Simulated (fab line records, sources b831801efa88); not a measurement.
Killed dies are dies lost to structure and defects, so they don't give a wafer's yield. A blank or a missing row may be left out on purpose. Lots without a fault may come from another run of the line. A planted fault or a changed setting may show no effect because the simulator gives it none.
A struck lot beside a sound one | flow sky130 | 15 steps out of a route of 708
Sound: wafers L598.2, L598.4, L598.5. Struck: wafers L607.4, L607.5. (L607.6 of the same lot was not struck and is left out.) The cause comes at the end.
At each step with rows: each side's tool, then ch and its chambers, then its first start. Under that, the readings that differ: sound wafers | struck wafers | difference of the means | sigmas: that difference in standard deviations of wafers without a fault.
alike: readings whose means differ by less than 2 such deviations, and words and numbers that are the same on both sides. not compared: withheld readings, readings that some wafer has no value for, bounds like >300 that may hide the same value, and numbers for which the record gives no deviation and whose values overlap.
The two part at a step that has a row with sigmas, a row that says differs or no value, or rows on one side only. Numbers that don't overlap but have no deviation are shown without sigmas and don't part them. A reading that every wafer of one side lacks parts them only if that side has two wafers or more.

first, 7 steps without rows for these wafers: SKY_METAL2_HMDS_08 (prime time 60 s); SKY_METAL2_COAT_09 (resist thk 60 nm); SKY_METAL2_COAT_10 (resist thk 450 nm); SKY_METAL2_SOFTBAKE_11 (time 90 s); SKY_METAL2_EXPOSE_12 (exposes mask MM2, target cd 140 nm); SKY_METAL2_PEB_13; SKY_METAL2_DEVELOP_14 (develop time 60 s).
SKY_METAL2_CD_MEAS_15: target cd 140 nm.
  sound on cd_sem-01, day 36 07:56; struck on cd_sem-02, day 39 09:12
  alike: cd_nm
SKY_METAL2_OVL_MEAS_16:
  sound on overlay-01, day 36 08:02; struck on overlay-01, day 39 09:17
  alike: METAL2_OVL
SKY_METAL2_DESCUM_17: chemistry O2, time 8 s.
  sound on rie_metal-01 ch 0,1, day 36 08:04; struck on rie_metal-04 ch 0, day 39 09:18
  alike: drypump_motor_current_A, oes_product_au
  not compared: rf_hours_counter_h
SKY_METAL2_ETCH_18: etches BARC in N2/H2, stops on SiO2, time 45.9 s, target depth 60 nm.
  sound on rie_metal-01 ch 0,1, day 36 08:05; struck on rie_metal-04 ch 0, day 39 09:21
  alike: drypump_motor_current_A, h2_flow_sccm, oes_product_au, throttle_valve_pct
  not compared: rf_hours_counter_h
SKY_METAL2_METAL_ETCH_19: etches the open film in Cl2/BCl3, stops on SiO2, target depth 360 nm, time 78 s.
  sound on rie_metal-01 ch 0,1, day 36 08:10; struck on rie_metal-04 ch 0, day 39 09:25
  alike: drypump_motor_current_A, oes_product_au, throttle_valve_pct
  not compared: rf_hours_counter_h
SKY_METAL2_STRIP_20: strips in O2/N2.
  sound on plasma_asher-03 ch 0,1, day 36 08:15; struck on plasma_asher-04 ch 0, day 39 09:31
  reading                     | sound       | struck  | difference | sigmas
  drypump_motor_current_A (A) | 5.3 5.3 5.2 | 6.6 6.6 | +1.3       | +2
  overash_fraction            | 0.5 0.5 0.5 | 0.7 0.7 | +0.2       |
  alike: oes_product_au, strip_time_to_endpoint_s
  not compared: rf_hours_counter_h
then, 2 steps without rows for these wafers: SKY_METAL2_STRIP_21 (strips in post etch residue remover, time 1200 s); SKY_PAD_OPEN_PROBE_99.

WHERE THEY PART
Only at SKY_METAL2_STRIP_20, within this record.

WHY: what the simulator had put in
Process parameter drift: plasma_asher-04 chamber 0, from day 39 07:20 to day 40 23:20, at SKY_METAL2_STRIP_20. Setting overash_fraction, moved by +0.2, from 0.5. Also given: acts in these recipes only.
